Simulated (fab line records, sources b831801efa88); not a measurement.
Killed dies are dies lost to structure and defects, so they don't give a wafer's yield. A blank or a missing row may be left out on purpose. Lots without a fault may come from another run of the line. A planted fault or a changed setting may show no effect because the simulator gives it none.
Which tool did it? | flow sky130 | 13 lots, 39 wafers sampled, at 4 steps of a route of 708

WHAT THE GAUGES READ, wafer by wafer
SKY_NWELL_RS_MEAS_31: measures by four-point-probe.
lot  | measured     | on            | PWDE_RS (ohm/sq)
L820 | day 5 01:10  | film_metro-04 | 5270 5271 5260
L821 | day 5 11:38  | film_metro-03 | 5281 5292 5283
L822 | day 5 18:30  | film_metro-04 | 5246 5251 5245
L827 | day 7 02:30  | film_metro-01 | 5276 5265 5251
L829 | day 7 14:54  | film_metro-01 | 5241 5264 5259
L831 | day 8 03:49  | film_metro-01 | 5293 5259 5284
L832 | day 8 10:22  | film_metro-03 | 5279 5292 5296
L834 | day 8 21:21  | film_metro-03 | 5263 5276 5274
L835 | day 9 06:44  | film_metro-03 | 5298 5282 5271
L837 | day 9 12:37  | film_metro-04 | 5240 5263 5269
L838 | day 9 19:28  | film_metro-03 | 5293 5291 5269
L839 | day 10 06:02 | film_metro-04 | 5321 5309 5308
L842 | day 11 00:59 | film_metro-01 | 5274 5242 5266

SKY_VT_ADJUST_HVTP_OVL_MEAS_08.
lot  | measured     | on         | VT_ADJUST_HVTP_OVL (nm)
L820 | day 5 18:39  | overlay-02 | 0.9 0.1 -1.2
L821 | day 6 05:08  | overlay-01 | 0.8 -0.6 -1.2
L822 | day 6 13:23  | overlay-02 | -2.3 -1.5 -0.8
L827 | day 7 22:40  | overlay-01 | 291.8 293.1 292.2
L829 | day 8 11:14  | overlay-02 | 290.6 289.4 289.5
L831 | day 9 00:23  | overlay-01 | 288.9 291.1 287.8
L832 | day 9 07:03  | overlay-02 | 288.5 288.9 287.3
L834 | day 9 17:20  | overlay-02 | -0.3 1.4 -0.9
L835 | day 10 04:05 | overlay-01 | 3.1 2.7 2.1
L837 | day 10 09:26 | overlay-02 | 0.1 2.8 -0.4
L838 | day 10 17:05 | overlay-01 | 1.7 2.6 0.0
L839 | day 11 04:02 | overlay-01 | 0.1 1.0 1.1
L842 | day 12 00:41 | overlay-01 | 1.1 1.4 0.0

SKY_SD_N_RS_MEAS_16: measures by four-point-probe.
lot  | measured     | on            | SD_N_RS (ohm/sq)
L820 | day 27 06:05 | film_metro-03 | 68.40 68.38 68.40
L821 | day 27 22:01 | film_metro-02 | 68.78 68.84 68.54
L822 | day 28 07:53 | film_metro-03 | 68.48 68.66 68.60
L827 | day 30 03:03 | film_metro-02 | 68.65 68.80 68.51
L829 | day 30 23:45 | film_metro-02 | 68.81 68.84 68.74
L831 | day 31 15:24 | film_metro-02 | 68.59 68.44 68.73
L832 | day 32 00:49 | film_metro-03 | 68.48 68.53 68.42
L834 | day 32 19:49 | film_metro-03 | 68.47 68.61 68.30
L835 | day 33 03:43 | film_metro-04 | 68.37 68.49 68.28
L837 | day 33 13:03 | film_metro-03 | 68.66 68.59 68.55
L838 | day 33 16:36 | film_metro-02 | 68.53 68.75 68.50
L839 | day 34 04:47 | film_metro-02 | 68.83 68.74 68.65
L842 | day 35 07:41 | film_metro-03 | 68.70 68.57 68.57

WHICH TOOL RAN EACH LOT (tool, then ch and the chambers of the sampled wafers, then the start)
lot  | SKY_VT_ADJUST_HVTP_EXPOSE_04
L820 | iline_stepper-01 ch 0, day 5 10:19
L821 | iline_stepper-01 ch 0, day 5 20:17
L822 | iline_stepper-02 ch 0, day 6 03:37
L827 | iline_stepper-01 ch 0, day 7 12:53
L829 | iline_stepper-01 ch 0, day 8 01:29
L831 | iline_stepper-01 ch 0, day 8 14:11
L832 | iline_stepper-01 ch 0, day 8 20:31
L834 | iline_stepper-02 ch 0, day 9 07:41
L835 | iline_stepper-02 ch 0, day 9 16:35
L837 | iline_stepper-02 ch 0, day 9 22:20
L838 | iline_stepper-02 ch 0, day 10 06:22
L839 | iline_stepper-02 ch 0, day 10 16:41
L842 | iline_stepper-02 ch 0, day 11 12:47
- SKY_VT_ADJUST_HVTP_EXPOSE_04: exposes mask HVTPM, target cd 380 nm.

WHAT THE TOOLS THEMSELVES READ (means of the sampled wafers that have a number; where no wafer has one, the mark that the record gives instead)
The record holds no such reading with a usual standard deviation.

THE ANSWER, worked out from the rows above alone
Rule: what is usual is taken from the lots themselves. Put in order of their means at a reading, lots are off if they are a third of the lots or fewer, leave a main group of 4 or more, and stand apart from it by a gap of 3 or more times the standard deviation of the main group's means; of several such gaps the widest counts. A main group whose means are all the same, to the digits that the tables above print for the reading, isn't used. A lot without any number at a reading at which 4 lots or more have one is off too. The other lots that the step has rows for count as sound. The gauges are gone through in route order, then the tools' own readings, and for those a lot's mean is taken as printed above. The first step at which some lot is off is used, and at that step the reading that is off furthest; a lot without a number counts as furthest.
Off: L827, L829, L831, L832, at SKY_VT_ADJUST_HVTP_OVL_MEAS_08 (VT_ADJUST_HVTP_OVL). The main group: mean 0.5 nm, standard deviation 1.1.
A tool fits if, at a process step before that reading, it ran every lot that is off, and no sound lot after the first of them. The gauges at SKY_VT_ADJUST_HVTP_OVL_MEAS_08 are tried like those tools. One fits: iline_stepper-01 at SKY_VT_ADJUST_HVTP_EXPOSE_04. Its last sound lot is L821 (day 5 20:17), its first lot that is off L827 (day 7 12:53): a fault that began between those two fits.

WHAT THE SIMULATOR HAD PUT IN
Scanner matching overlay: iline_stepper-01, from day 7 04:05 on, at SKY_VT_ADJUST_HVTP_EXPOSE_04. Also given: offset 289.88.
Lots struck among those shown: L827, L829, L831, L832. The rule above found the same.
